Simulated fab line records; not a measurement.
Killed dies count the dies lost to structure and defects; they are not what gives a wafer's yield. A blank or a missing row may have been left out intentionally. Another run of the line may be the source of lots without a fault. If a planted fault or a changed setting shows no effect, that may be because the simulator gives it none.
fab line records    flow gf180mcu
record lots=24  wafers=72  lastDay=34
route steps=602 shown HV_LDD@183 M1@319 V3@444 M4@473 MIM@512
lots that met no fault: from a run of the same line without faults
startH: hours from the record's opening day to when the first of the lot's shown wafers began    waitH: time in hours since the lot's previous step    " identical to the entry in the row above    L1.1+2: a row that stands for several wafers    - no value present, or no start provided    * or withheld: withheld    < > ~ a bound
route shown NAME@n: names a module that has steps shown in the file, with the first one's number in the route    usual: mean/standard deviation taken from wafers without a fault    same: alike in all rows    chamber/n: place in a boat    sites: per-site readings    _std_site: standard deviation across them    _edge_site: inner sites' mean taken away from outer sites' mean    radiusMm: for every site, how far away it sits from the centre of the wafer    mask NAME#n: copy n    behind: the most recent tool/chamber to have shaped the wafer    hold: cause of the lot's hold/its duration in hours/its outcome    device: the n, p or np transistor that did not switch    end of line: the tests these same wafers got at the end of their route    a step given without rows: its recipe and nothing more    killed: not the wafer's yield, but the dies lost to structure and defects at the first sort    map: shows each die of a wafer: x if killed, . if not, _ if none is there
set.NAME: setting as actually run; set.NAME@STEP: the setting as run at that earlier step    model.NAME: the simulator's own value behind a step, which no gauge read
one table for each step of the route and one row for each wafer, over a sample of lots
services: when a tool's chamber went out of use (startH, in hours from the record's first day, below 0 if earlier), for how many hours, and the reason
## steps
# step GF_HV_LDD_CD_MEAS_07
# recipe targetCdNm=400
# usual cdNm=400.1/2.8
lot.wafer  tool      chamber  startH  waitH  cdNm
L074.2     cdSem-01  -        211.25  0.1    399.1
L074.4     "         -        "       "      398.2
L074.6     "         -        "       "      397.8
L075.2     cdSem-02  -        221.82  0.1    398.1
L075.4     "         -        "       "      397.8
L075.5     "         -        "       "      397.2
L076.1     cdSem-01  -        224.08  0.1    403.2
L076.2     "         -        "       "      405.8
L076.3     "         -        "       "      403.1
L077.1     cdSem-01  -        237.40  0.1    397.1
L077.3     "         -        "       "      395.5
L077.5     "         -        "       "      398.8
L078.2     cdSem-02  -        244.27  0.1    399.3
L078.5     "         -        "       "      396.8
L078.6     "         -        "       "      398.8
L081.1     cdSem-02  -        265.75  0.1    400.2
L081.2     "         -        "       "      400.1
L081.6     "         -        "       "      400.4
L079.4     cdSem-02  -        266.43  0.1    402.7
L079.5     "         -        "       "      402.4
L079.6     "         -        "       "      401.1
L080.3     cdSem-02  -        266.71  0.1    395.3
L080.5     "         -        "       "      396.9
L080.6     "         -        "       "      397.6
L082.1     cdSem-02  -        274.45  0.1    397.7
L082.3     "         -        "       "      399.2
L082.5     "         -        "       "      397.8
L083.2     cdSem-01  -        287.29  0.1    397.1
L083.3     "         -        "       "      400.0
L083.5     "         -        "       "      397.2
L084.1     cdSem-01  -        287.39  0.2    400.5
L084.2     "         -        "       "      400.7
L084.5     "         -        "       "      400.6
L085.2     cdSem-02  -        299.46  0.1    399.0
L085.3     "         -        "       "      399.1
L085.4     "         -        "       "      400.1
L086.2     cdSem-01  -        301.54  0.1    404.1
L086.3     "         -        "       "      403.0
L086.5     "         -        "       "      404.6
L087.2     cdSem-02  -        318.04  0.1    394.7
L087.3     "         -        "       "      393.8
L087.5     "         -        "       "      393.3
L088.1     cdSem-02  -        324.74  0.1    404.8
L088.3     "         -        "       "      404.5
L088.6     "         -        "       "      405.0
L089.1     cdSem-02  -        338.17  0.1    397.2
L089.3     "         -        "       "      397.0
L089.6     "         -        "       "      397.1
L090.2     cdSem-02  -        342.29  0.1    399.6
L090.3     "         -        "       "      403.5
L090.6     "         -        "       "      401.5
L091.1     cdSem-02  -        350.34  0.1    403.3
L091.2     "         -        "       "      400.2
L091.4     "         -        "       "      400.3
L092.3     cdSem-02  -        354.86  0.1    398.8
L092.5     "         -        "       "      400.5
L092.6     "         -        "       "      399.0
L093.2     cdSem-02  -        362.52  0.1    403.6
L093.3     "         -        "       "      401.2
L093.4     "         -        "       "      401.6
L094.3     cdSem-02  -        363.83  0.1    398.0
L094.5     "         -        "       "      399.0
L094.6     "         -        "       "      397.6
L095.1     cdSem-02  -        378.79  0.1    401.4
L095.2     "         -        "       "      402.9
L095.3     "         -        "       "      401.3
L096.1     cdSem-02  -        382.44  0.1    401.6
L096.2     "         -        "       "      400.5
L096.3     "         -        "       "      399.2
L097.1     cdSem-01  -        391.57  0.1    405.0
L097.5     "         -        "       "      404.7
L097.6     "         -        "       "      403.5
# step GF_M1_SPUTTER_04
# recipe material=TiN  targetThkNm=50  powerW=6500  timeS=41.7  chamberPressurePa=0.4
# usual throttleValvePct=30.2/0.97
lot.wafer  tool           chamber  startH  waitH  throttleValvePct
L074.2     pvdSputter-03  -        357.77  0.0    29.8
L074.4     "              -        "       "      28.8
L074.6     "              -        "       "      28.7
L075.2     pvdSputter-02  -        369.25  0.0    30.5
L075.4     "              -        "       "      29.7
L075.5     "              -        "       "      30.2
L076.1     pvdSputter-02  -        370.91  0.0    31.6
L076.2     "              -        "       "      30.3
L076.3     "              -        "       "      29.6
L077.1     pvdSputter-01  -        389.22  0.0    31.9
L077.3     "              -        "       "      29.4
L077.5     "              -        "       "      29.5
L078.2     pvdSputter-02  -        396.35  0.0    31.3
L078.5     "              -        "       "      29.7
L078.6     "              -        "       "      31.4
L081.1     pvdSputter-01  -        423.23  0.0    31.6
L081.2     "              -        "       "      31.1
L081.6     "              -        "       "      31.6
L079.4     pvdSputter-02  -        424.86  0.0    29.7
L079.5     "              -        "       "      29.5
L079.6     "              -        "       "      30.7
L080.3     pvdSputter-01  -        425.97  0.0    31.1
L080.5     "              -        "       "      31.5
L080.6     "              -        "       "      31.8
L082.1     pvdSputter-02  -        433.84  0.0    31.7
L082.3     "              -        "       "      29.6
L082.5     "              -        "       "      31.4
L083.2     pvdSputter-01  -        449.21  0.0    31.5
L083.3     "              -        "       "      29.6
L083.5     "              -        "       "      29.7
L084.1     pvdSputter-02  -        449.56  0.0    30.2
L084.2     "              -        "       "      31.5
L084.5     "              -        "       "      30.1
L085.2     pvdSputter-01  -        464.13  0.0    29.4
L085.3     "              -        "       "      31.1
L085.4     "              -        "       "      32.0
L086.2     pvdSputter-02  -        467.03  0.0    31.5
L086.3     "              -        "       "      29.5
L086.5     "              -        "       "      30.4
L087.2     pvdSputter-02  -        486.97  0.0    30.5
L087.3     "              -        "       "      29.7
L087.5     "              -        "       "      30.0
L088.1     pvdSputter-02  -        496.15  0.0    31.3
L088.3     "              -        "       "      30.6
L088.6     "              -        "       "      30.5
L089.1     pvdSputter-02  -        509.03  0.0    29.5
L089.3     "              -        "       "      31.6
L089.6     "              -        "       "      29.9
L091.1     pvdSputter-02  -        521.57  0.0    29.6
L091.2     "              -        "       "      31.6
L091.4     "              -        "       "      29.7
L090.2     pvdSputter-01  -        522.25  0.0    31.2
L090.3     "              -        "       "      32.0
L090.6     "              -        "       "      31.3
L092.3     pvdSputter-03  -        527.52  0.0    28.5
L092.5     "              -        "       "      30.5
L092.6     "              -        "       "      30.1
L093.2     pvdSputter-01  -        536.52  0.0    31.4
L093.3     "              -        "       "      29.5
L093.4     "              -        "       "      29.3
L094.3     pvdSputter-03  -        538.32  0.0    28.6
L094.5     "              -        "       "      28.3
L094.6     "              -        "       "      30.5
L095.1     pvdSputter-03  -        553.22  0.0    30.2
L095.2     "              -        "       "      28.4
L095.3     "              -        "       "      28.7
L096.1     pvdSputter-02  -        555.82  0.0    30.4
L096.2     "              -        "       "      31.3
L096.3     "              -        "       "      29.8
L097.1     pvdSputter-02  -        563.49  0.0    29.5
L097.5     "              -        "       "      29.7
L097.6     "              -        "       "      31.3
# step GF_V3_OVL_MEAS_15
# usual V3_OVL=2/5.9
lot.wafer  tool        chamber  startH  waitH  V3_OVL[nm]
L074.2     overlay-01  -        506.79  0.1    8
L074.4     "           -        "       "      9
L074.6     "           -        "       "      4
L075.2     overlay-02  -        519.27  0.1    5
L075.4     "           -        "       "      2
L075.5     "           -        "       "      3
L076.1     overlay-01  -        521.47  0.1    6
L076.2     "           -        "       "      9
L076.3     "           -        "       "      13
L077.1     overlay-02  -        539.06  0.1    5
L077.3     "           -        "       "      2
L077.5     "           -        "       "      4
L078.2     overlay-01  -        545.22  0.1    0
L078.5     "           -        "       "      6
L078.6     "           -        "       "      0
L081.1     overlay-01  -        570.76  0.1    -5
L081.2     "           -        "       "      -4
L081.6     "           -        "       "      0
L079.4     overlay-01  -        571.88  0.1    5
L079.5     "           -        "       "      12
L079.6     "           -        "       "      8
L080.3     overlay-01  -        572.35  0.1    8
L080.5     "           -        "       "      13
L080.6     "           -        "       "      10
L082.1     overlay-01  -        581.83  0.1    -1
L082.3     "           -        "       "      -4
L082.5     "           -        "       "      -4
L083.2     overlay-01  -        594.51  0.1    7
L083.3     "           -        "       "      10
L083.5     "           -        "       "      10
L084.1     overlay-01  -        595.11  0.1    -9
L084.2     "           -        "       "      -3
L084.5     "           -        "       "      -1
L085.2     overlay-01  -        609.62  0.1    5
L085.3     "           -        "       "      0
L085.4     "           -        "       "      5
L086.2     overlay-01  -        612.12  0.1    0
L086.3     "           -        "       "      -5
L086.5     "           -        "       "      -6
L087.2     overlay-01  -        632.77  0.1    2
L087.3     "           -        "       "      -2
L087.5     "           -        "       "      1
L088.1     overlay-01  -        635.86  0.1    9
L088.3     "           -        "       "      14
L088.6     "           -        "       "      10
L089.1     overlay-01  -        646.01  0.1    8
L089.3     "           -        "       "      -2
L089.6     "           -        "       "      2
L091.1     overlay-01  -        658.43  0.1    -7
L091.2     "           -        "       "      2
L091.4     "           -        "       "      2
L090.2     overlay-01  -        659.51  0.1    8
L090.3     "           -        "       "      -6
L090.6     "           -        "       "      5
L092.3     overlay-01  -        661.29  0.1    0
L092.5     "           -        "       "      1
L092.6     "           -        "       "      1
L093.2     overlay-01  -        675.47  0.1    2
L093.3     "           -        "       "      0
L093.4     "           -        "       "      0
L094.3     overlay-01  -        676.42  0.1    -2
L094.5     "           -        "       "      -5
L094.6     "           -        "       "      -12
L095.1     overlay-01  -        683.66  0.1    -9
L095.2     "           -        "       "      -11
L095.3     "           -        "       "      -9
L096.1     overlay-01  -        684.48  0.1    -3
L096.2     "           -        "       "      -6
L096.3     "           -        "       "      3
L097.1     overlay-01  -        696.96  0.1    2
L097.5     "           -        "       "      7
L097.6     "           -        "       "      14
# step GF_V3_CMP_26
# recipe stopOn=SiO2  downForcePsi=3.5  platenRpm=60  tOverpolishS=15  targetThkNm=0  padVelocityMS=0.94248
# usual headPressurePsi=3.500/0.0073  motorCurrentA=10.6/0.68  overpolishRunS=14.999/0.0093  slurryFlowMlMin=150.0/0.46  timeToEndpointS=85/3.4
lot.wafer  tool    chamber  startH  waitH  headPressurePsi  motorCurrentA  overpolishRunS  slurryFlowMlMin  timeToEndpointS
L074.2     cmp-01  2        507.87  0.0    3.508            11.6           15.001          150.0            88
L074.4     "       1        "       "      3.495            10.9           15.014          148.8            86
L074.6     "       3        "       "      3.512            11.2           15.011          149.8            84
L075.4     cmp-02  1        520.41  0.1    3.495            9.8            14.987          150.3            81
L075.2     "       2        "       "      3.503            10.9           14.997          151.0            90
L075.5     "       0        "       "      3.500            11.1           14.988          150.1            84
L076.1     cmp-01  2        522.61  0.1    3.503            10.8           15.003          149.9            82
L076.2     "       3        "       "      3.501            11.7           15.005          150.6            83
L076.3     "       0        "       "      3.497            10.4           14.996          149.9            83
L077.3     cmp-02  0        540.25  0.1    3.502            10.2           15.005          149.5            80
L077.1     "       1        "       "      3.496            10.2           14.993          150.0            82
L077.5     "       3        "       "      3.499            10.0           15.015          150.2            89
L078.2     cmp-01  3        546.45  0.2    3.499            12.1           15.009          150.0            85
L078.6     "       0        "       "      3.496            10.2           15.015          150.6            82
L078.5     "       1        "       "      3.497            10.8           14.996          149.4            87
L081.1     cmp-02  0        571.89  0.1    3.510            10.2           15.011          149.9            78
L081.2     "       1        "       "      3.498            10.0           15.001          149.3            82
L081.6     "       0        "       "      3.494            10.2           14.990          150.2            81
L079.4     cmp-02  3        573.33  0.3    3.486            10.6           15.008          149.7            87
L079.5     "       2        "       "      3.510            11.7           15.015          150.8            85
L079.6     "       3        "       "      3.501            10.4           15.022          149.9            88
L080.3     cmp-02  3        573.93  0.5    3.502            9.8            14.994          150.1            87
L080.5     "       2        "       "      3.496            10.6           15.009          150.1            85
L080.6     "       3        "       "      3.501            10.6           14.982          150.5            93
L082.3     cmp-01  2        582.97  0.1    3.507            11.8           14.993          149.8            84
L082.1     "       3        "       "      3.505            12.0           14.994          150.1            83
L082.5     "       1        "       "      3.510            10.2           14.978          150.0            86
L083.3     cmp-01  2        595.59  0.0    3.498            11.6           14.995          149.5            85
L083.2     "       3        "       "      3.504            11.8           14.998          149.9            83
L083.5     "       2        "       "      3.509            11.3           14.988          149.7            85
L084.1     cmp-02  3        596.31  0.1    3.511            9.4            14.996          149.6            92
L084.2     "       0        "       "      3.502            10.4           14.984          149.5            81
L084.5     "       2        "       "      3.498            11.0           14.996          150.3            89
L085.2     cmp-02  0        610.77  0.1    3.493            10.4           14.998          150.3            81
L085.3     "       1        "       "      3.504            9.8            14.997          150.1            86
L085.4     "       2        "       "      3.499            10.9           15.020          150.7            87
L086.2     cmp-02  0        613.26  0.1    3.500            10.3           14.996          150.0            81
L086.3     "       1        "       "      3.499            10.0           14.989          149.8            84
L086.5     "       0        "       "      3.493            10.3           14.994          149.6            82
L087.2     cmp-02  1        634.49  0.6    3.499            9.9            15.015          150.5            85
L087.3     "       0        "       "      3.497            10.5           15.005          149.6            82
L087.5     "       2        "       "      3.501            10.6           15.011          149.4            88
L088.1     cmp-02  1        637.84  0.8    3.504            9.9            15.002          150.5            86
L088.3     "       2        "       "      3.498            11.6           14.994          150.3            92
L088.6     "       0        "       "      3.502            10.5           14.995          150.5            83
L089.1     cmp-02  0        647.10  0.1    3.496            10.3           15.005          150.6            81
L089.3     "       3        "       "      3.504            10.4           14.995          149.1            91
L089.6     "       0        "       "      3.489            9.8            14.993          150.0            84
L091.1     cmp-02  2        659.52  0.1    3.508            11.3           14.990          150.2            85
L091.4     "       0        "       "      3.490            10.2           14.990          150.7            81
L091.2     "       1        "       "      3.499            10.0           15.003          149.5            83
L090.2     cmp-01  1        660.65  0.1    3.487            11.0           15.005          150.7            84
L090.3     "       3        "       "      3.494            11.6           15.004          150.7            80
L090.6     "       2        "       "      3.486            11.8           15.002          150.1            82
L092.3     cmp-02  1        662.37  0.0    3.516            9.7            15.009          150.6            83
L092.6     "       1        "       "      3.510            9.6            14.991          149.8            84
L092.5     "       2        "       "      3.500            11.1           15.002          150.2            88
L093.2     cmp-01  0        676.59  0.0    3.491            10.6           14.988          149.6            81
L093.4     "       1        "       "      3.506            10.9           15.001          149.9            82
L093.3     "       3        "       "      3.496            11.6           14.999          149.8            84
L094.3     cmp-02  2        677.77  0.3    3.497            11.3           14.992          149.6            91
L094.5     "       1        "       "      3.496            10.5           14.998          150.5            85
L094.6     "       2        "       "      3.514            11.5           14.993          150.2            91
L095.2     cmp-02  0        684.79  0.0    3.499            10.1           14.996          149.7            83
L095.1     "       1        "       "      3.497            9.4            14.997          150.4            85
L095.3     "       3        "       "      3.493            10.6           14.996          149.6            92
L096.1     cmp-01  2        685.61  0.1    3.496            11.5           15.000          150.2            85
L096.3     "       3        "       "      3.494            11.1           14.999          150.0            82
L096.2     "       1        "       "      3.496            11.1           14.988          150.2            86
L097.1     cmp-02  2        698.05  0.1    3.501            11.5           15.001          149.3            88
L097.6     "       2        "       "      3.507            11.3           14.998          149.7            88
L097.5     "       3        "       "      3.498            10.5           15.002          149.9            89
# step GF_M4_STRIP_17
# recipe chemistry=O2/N2  powerW=1400  pressureMtorr=1500  platenTempC=250  o2FlowSccm=3000  n2FlowSccm=300  overashFraction=0.5
# usual drypumpMotorCurrentA=5.6/0.3  heaterPowerW=342/19  n2FlowSccm=300.0/0.97  oesProductAu=0.557/0.0053  stripTimeToEndpointS=7.86/0.035
lot.wafer  tool            chamber  startH  waitH  drypumpMotorCurrentA  heaterPowerW  n2FlowSccm  oesProductAu  rfHoursCounterH  stripTimeToEndpointS
L074.2     plasmaAsher-03  1        531.44  0.1    5.9                   376           299.5       0.551         45               7.85
L074.4     "               1        "       "      5.9                   376           299.5       0.556         -                7.89
L074.6     "               0        "       "      5.5                   323           300.7       0.566         -                7.91
L075.2     plasmaAsher-03  0        543.88  0.1    5.5                   329           299.1       0.557         46               7.92
L075.4     "               1        "       "      5.9                   384           300.3       0.560         -                7.93
L075.5     "               1        "       "      5.9                   375           300.7       0.559         -                7.97
L076.1     plasmaAsher-02  1        545.93  0.1    5.1                   348           298.6       0.564         89               7.93
L076.2     "               0        "       "      5.9                   351           300.7       0.555         89               7.83
L076.3     "               1        "       "      5.1                   333           300.0       0.556         -                7.84
L077.1     plasmaAsher-03  1        563.89  0.1    5.9                   358           298.9       0.550         48               7.83
L077.3     "               1        "       "      5.9                   380           299.1       0.552         -                7.85
L077.5     "               0        "       "      5.5                   327           300.6       0.552         -                7.85
L078.2     plasmaAsher-03  1        569.36  0.1    5.9                   375           300.2       0.558         49               7.95
L078.5     "               0        "       "      5.5                   323           300.5       0.561         -                7.92
L078.6     "               1        "       "      5.9                   377           301.2       0.563         -                7.90
L081.1     plasmaAsher-03  1        593.26  0.1    5.9                   371           299.2       0.557         52               7.87
L081.2     "               0        "       "      5.5                   330           298.1       0.556         52               7.84
L081.6     "               0        "       "      5.5                   328           298.2       0.558         -                7.85
L079.4     plasmaAsher-02  0        594.31  0.1    5.9                   350           301.4       0.554         -                7.83
L079.5     "               1        "       "      5.1                   334           300.9       0.557         -                7.79
L079.6     "               0        "       "      5.9                   358           300.0       0.551         -                7.82
L080.3     plasmaAsher-04  1        594.54  0.1    5.4                   333           301.2       0.557         -                7.88
L080.5     "               0        "       "      5.4                   309           300.3       0.557         -                7.86
L080.6     "               1        "       "      5.4                   339           302.2       0.559         -                7.90
L082.1     plasmaAsher-04  1        604.34  0.1    5.4                   339           301.8       0.565         82               7.82
L082.3     "               0        "       "      5.4                   314           301.8       0.560         -                7.89
L082.5     "               1        "       "      5.4                   337           299.7       0.553         -                7.87
L083.2     plasmaAsher-03  1        618.06  0.1    5.9                   366           298.6       0.564         54               7.90
L083.3     "               0        "       "      5.5                   331           298.7       0.560         -                7.84
L083.5     "               0        "       "      5.5                   318           298.4       0.558         -                7.89
L084.1     plasmaAsher-03  1        618.76  0.1    5.9                   374           301.2       0.552         55               7.85
L084.2     "               0        "       "      5.5                   332           297.3       0.556         55               7.89
L084.5     "               0        "       "      5.5                   328           299.2       0.548         -                7.86
L085.2     plasmaAsher-03  1        632.33  0.1    5.9                   372           299.5       0.551         56               7.81
L085.3     "               0        "       "      5.5                   320           299.4       0.559         -                7.85
L085.4     "               1        "       "      5.9                   371           299.3       0.556         -                7.85
L086.2     plasmaAsher-02  0        634.25  0.1    5.9                   345           300.8       0.556         98               7.85
L086.3     "               1        "       "      5.1                   342           300.5       0.551         -                7.82
L086.5     "               1        "       "      5.1                   341           299.8       0.547         -                7.83
L087.2     plasmaAsher-04  1        654.39  0.1    5.5                   341           299.6       0.555         87               7.85
L087.3     "               1        "       "      5.5                   339           299.8       0.563         -                7.86
L087.5     "               1        "       "      5.4                   339           301.8       0.562         -                7.84
L088.1     plasmaAsher-04  1        658.34  0.2    5.4                   337           300.9       0.553         87               7.82
L088.3     "               1        "       "      5.4                   327           300.4       0.547         -                7.82
L088.6     "               0        "       "      5.4                   316           300.1       0.550         -                7.84
L089.1     plasmaAsher-02  1        667.07  0.2    5.1                   341           300.8       0.554         101              7.82
L089.3     "               0        "       "      6.0                   356           298.2       0.558         -                7.87
L089.6     "               1        "       "      5.1                   339           301.1       0.562         -                7.86
L091.1     plasmaAsher-02  0        679.23  0.1    5.9                   347           299.6       0.550         102              7.90
L091.2     "               1        "       "      5.1                   342           300.7       0.564         102              7.87
L091.4     "               0        "       "      5.9                   344           299.4       0.556         -                7.85
L090.2     plasmaAsher-02  0        680.66  0.1    5.9                   348           300.6       0.556         103              7.81
L090.3     "               1        "       "      5.0                   342           300.3       0.561         -                7.88
L090.6     "               0        "       "      5.9                   367           300.2       0.562         -                7.88
L092.3     plasmaAsher-04  1        682.33  0.1    5.5                   333           300.2       0.560         -                7.80
L092.5     "               1        "       "      5.4                   332           300.3       0.562         -                7.86
L092.6     "               0        "       "      5.4                   324           299.9       0.550         -                7.83
L093.2     plasmaAsher-02  1        696.29  0.1    5.1                   343           300.2       0.559         104              7.81
L093.3     "               1        "       "      5.0                   333           301.1       0.550         -                7.81
L093.4     "               0        "       "      6.0                   355           299.8       0.561         -                7.82
L094.3     plasmaAsher-02  0        697.51  0.1    5.9                   347           299.6       0.551         -                7.86
L094.5     "               1        "       "      5.1                   332           297.8       0.546         -                7.80
L094.6     "               0        "       "      6.0                   350           299.1       0.567         -                7.88
L095.1     plasmaAsher-03  1        703.98  0.1    5.9                   375           300.1       0.552         63               7.82
L095.2     "               0        "       "      5.5                   328           298.8       0.563         63               7.88
L095.3     "               1        "       "      5.9                   372           298.8       0.555         -                7.88
L096.1     plasmaAsher-04  1        705.16  0.1    5.5                   333           300.6       0.558         92               7.89
L096.2     "               0        "       "      5.4                   321           300.0       0.553         92               7.87
L096.3     "               1        "       "      5.5                   334           298.9       0.560         -                7.90
L097.1     plasmaAsher-04  0        717.09  0.2    5.4                   321           300.1       0.545         93               7.81
L097.5     "               0        "       "      5.4                   319           299.3       0.563         -                7.81
L097.6     "               1        "       "      5.4                   339           300.5       0.553         -                7.82
# step GF_MIM_SPUTTER_09
# recipe material=TiN  targetThkNm=35  powerW=6500  timeS=29.2  chamberPressurePa=0.4
# usual throttleValvePct=29.9/1.1
lot.wafer  tool           chamber  startH  waitH  throttleValvePct
L074.2     pvdSputter-02  -        556.88  0.0    30.3
L074.4     "              -        "       "      31.4
L074.6     "              -        "       "      31.5
L075.2     pvdSputter-01  -        569.88  0.0    31.7
L075.4     "              -        "       "      29.9
L075.5     "              -        "       "      31.7
L076.1     pvdSputter-02  -        571.23  0.0    31.6
L076.2     "              -        "       "      29.4
L076.3     "              -        "       "      29.6
L077.1     pvdSputter-03  -        590.13  0.0    28.6
L077.3     "              -        "       "      30.4
L077.5     "              -        "       "      28.6
L078.2     pvdSputter-03  -        593.96  0.0    28.3
L078.5     "              -        "       "      28.3
L078.6     "              -        "       "      30.4
L081.1     pvdSputter-03  -        617.87  0.0    28.6
L081.2     "              -        "       "      28.4
L081.6     "              -        "       "      30.3
L079.4     pvdSputter-03  -        618.74  0.0    28.5
L079.5     "              -        "       "      29.7
L079.6     "              -        "       "      30.3
L080.3     pvdSputter-01  -        618.97  0.0    29.2
L080.5     "              -        "       "      29.2
L080.6     "              -        "       "      31.1
L082.1     pvdSputter-02  -        628.38  0.0    29.5
L082.3     "              -        "       "      31.6
L082.5     "              -        "       "      29.8
L083.2     pvdSputter-03  -        642.57  0.0    30.5
L083.3     "              -        "       "      28.5
L083.5     "              -        "       "      30.5
L084.1     pvdSputter-03  -        642.87  0.0    29.7
L084.2     "              -        "       "      28.3
L084.5     "              -        "       "      29.9
L085.2     pvdSputter-01  -        654.72  0.0    29.7
L085.3     "              -        "       "      31.3
L085.4     "              -        "       "      31.8
L086.2     pvdSputter-03  -        658.70  0.0    30.4
L086.3     "              -        "       "      28.7
L086.5     "              -        "       "      28.4
L087.2     pvdSputter-01  -        677.15  0.0    31.2
L087.3     "              -        "       "      29.7
L087.5     "              -        "       "      31.8
L088.1     pvdSputter-03  -        680.32  0.0    28.3
L088.3     "              -        "       "      28.8
L088.6     "              -        "       "      30.6
L089.1     pvdSputter-03  -        688.88  0.0    28.7
L089.3     "              -        "       "      30.2
L089.6     "              -        "       "      28.6
L091.1     pvdSputter-03  -        701.04  0.0    30.6
L091.2     "              -        "       "      28.1
L091.4     "              -        "       "      28.4
L090.2     pvdSputter-03  -        702.70  0.0    28.8
L090.3     "              -        "       "      29.9
L090.6     "              -        "       "      29.5
L092.3     pvdSputter-01  -        704.80  0.0    29.1
L092.5     "              -        "       "      31.4
L092.6     "              -        "       "      29.5
L093.2     pvdSputter-01  -        717.51  0.0    29.5
L093.3     "              -        "       "      31.3
L093.4     "              -        "       "      31.1
L094.3     pvdSputter-02  -        718.67  0.0    29.6
L094.5     "              -        "       "      29.2
L094.6     "              -        "       "      31.5
L095.1     pvdSputter-01  -        725.56  0.0    31.3
L095.2     "              -        "       "      31.8
L095.3     "              -        "       "      29.4
L096.1     pvdSputter-02  -        727.99  0.0    30.4
L096.2     "              -        "       "      31.7
L096.3     "              -        "       "      29.2
L097.1     pvdSputter-02  -        737.68  0.0    29.7
L097.5     "              -        "       "      29.8
L097.6     "              -        "       "      30.6
## services
tool            chamber  startH  hours  kind
plasmaAsher-03  -        341.48  0.4    repair
cmp-02          -        349.35  4.9    pm
plasmaAsher-02  -        354.33  14.6   pm
plasmaAsher-02  -        381.77  5.9    repair
plasmaAsher-02  -        385.60  1.0    repair
cmp-01          -        396.61  5.4    pm
cmp-02          -        404.04  4.0    pm
cmp-01          -        407.73  0.5    repair
cmp-01          -        415.01  1.3    repair
plasmaAsher-03  -        453.67  1.8    repair
plasmaAsher-03  -        459.65  2.8    pm
cmp-02          -        504.56  4.4    repair
plasmaAsher-03  -        515.03  4.0    pm
plasmaAsher-03  -        525.35  0.4    repair
cmp-02          -        603.95  0.4    repair
cmp-02          -        606.28  1.6    repair
pvdSputter-02   -        607.80  0.9    repair
cmp-02          -        622.95  0.7    repair
cmp-02          -        626.73  1.7    repair
pvdSputter-03   -        647.56  3.6    repair
cmp-02          -        648.43  5.4    pm
plasmaAsher-03  -        676.78  4.5    repair
pvdSputter-01   -        685.69  6.2    repair
pvdSputter-02   -        704.63  2.9    repair
## key
fault none
